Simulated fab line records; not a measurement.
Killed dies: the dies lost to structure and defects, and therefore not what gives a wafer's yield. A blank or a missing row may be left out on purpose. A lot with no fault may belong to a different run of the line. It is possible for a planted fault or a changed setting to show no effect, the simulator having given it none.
2 desks looking at one fault + flow sky130 + each desk has only its own numbers; what lay behind them comes last

THE METROLOGY DESK
Means of the sampled wafers that have a number, per lot and without regard to the tool the lot ran on: this is what the gauges read. A lot is out of limits, marked OUT, if its mean lies more than 4 standard deviations from the usual mean; the brackets give that distance.
Columns: A = VIA1_W_RS at SKY_VIA1_RS_MEAS_22, usual 0.423 ohm/sq; B = VIA1_W_THK at SKY_VIA1_THK_MEAS_23, usual 272.9 nm; C = cd_nm at SKY_METAL2_CD_MEAS_15, usual 140.0 nm
| lot  | first seen here | A               | B               | C     |
|------|-----------------|-----------------|-----------------|-------|
| L949 | day 33 23:26    | 0.426           | 271.1           | 138.9 |
| L950 | day 34 05:16    | 0.423           | 274.0           | 139.2 |
| L951 | day 34 06:58    | 0.424           | 272.8           | 139.9 |
| L952 | day 34 18:53    | 0.417           | 279.7           | 140.5 |
| L953 | day 35 00:25    | 0.541 (+29) OUT | 232.1 (-14) OUT | 137.4 |
| L954 | day 35 23:33    | 0.534 (+27) OUT | 232.9 (-14) OUT | 138.1 |
| L962 | day 38 12:20    | 0.424           | 273.6           | 138.7 |
| L964 | day 39 08:39    | 0.422           | 275.1           | 140.4 |
| L970 | day 40 00:49    | 0.421           | 272.9           | 141.8 |
| L971 | day 40 18:07    | 0.424           | 270.4           | 141.0 |
This desk's finding: out of limits on L953, L954; first on L953, day 35 00:25 (VIA1_W_RS at SKY_VIA1_RS_MEAS_22). L949, L950, L951, L952, L962, L964, L970, L971: within limits.

THE TOOL OWNER'S DESK: cvd_w-01
The tool's own readings at SKY_VIA1_CVD_21 (deposits W, target thk 270 nm, time 80.902 s): means of the sampled wafers that have a number, for each lot that ran on this tool. A lot is out of limits, marked OUT, if its mean lies more than 4 standard deviations from the usual mean; the brackets give that distance.
Columns: A = heater_power_w at SKY_VIA1_CVD_21, usual 902 W
| lot  | first seen here | A   |
|------|-----------------|-----|
| L950 | day 34 05:09    | 969 |
| L952 | day 34 18:46    | 970 |
| L953 | day 35 00:18    | 978 |
| L954 | day 35 23:28    | 966 |
| L962 | day 38 12:13    | 969 |
| L970 | day 40 00:42    | 879 |
| L971 | day 40 18:02    | 955 |
Result from this desk: across the 7 lots, nothing is out of limits.

BROUGHT TOGETHER
At day 35 00:25 the metrology desk could have sounded an alarm, on L953, L954.
The tool owner's desk saw nothing out of limits.
On record at the tool owner's desk: L953, L954, within its limits.
Every lot named ran SKY_VIA1_CVD_21 on cvd_w-01.

WHAT WAS PUT IN BY THE SIMULATOR
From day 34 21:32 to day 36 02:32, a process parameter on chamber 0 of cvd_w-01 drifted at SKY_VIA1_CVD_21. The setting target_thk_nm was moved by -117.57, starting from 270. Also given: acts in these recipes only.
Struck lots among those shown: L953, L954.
Delay in hours, fault start to first out-of-limits reading, per desk: metrology desk 3.
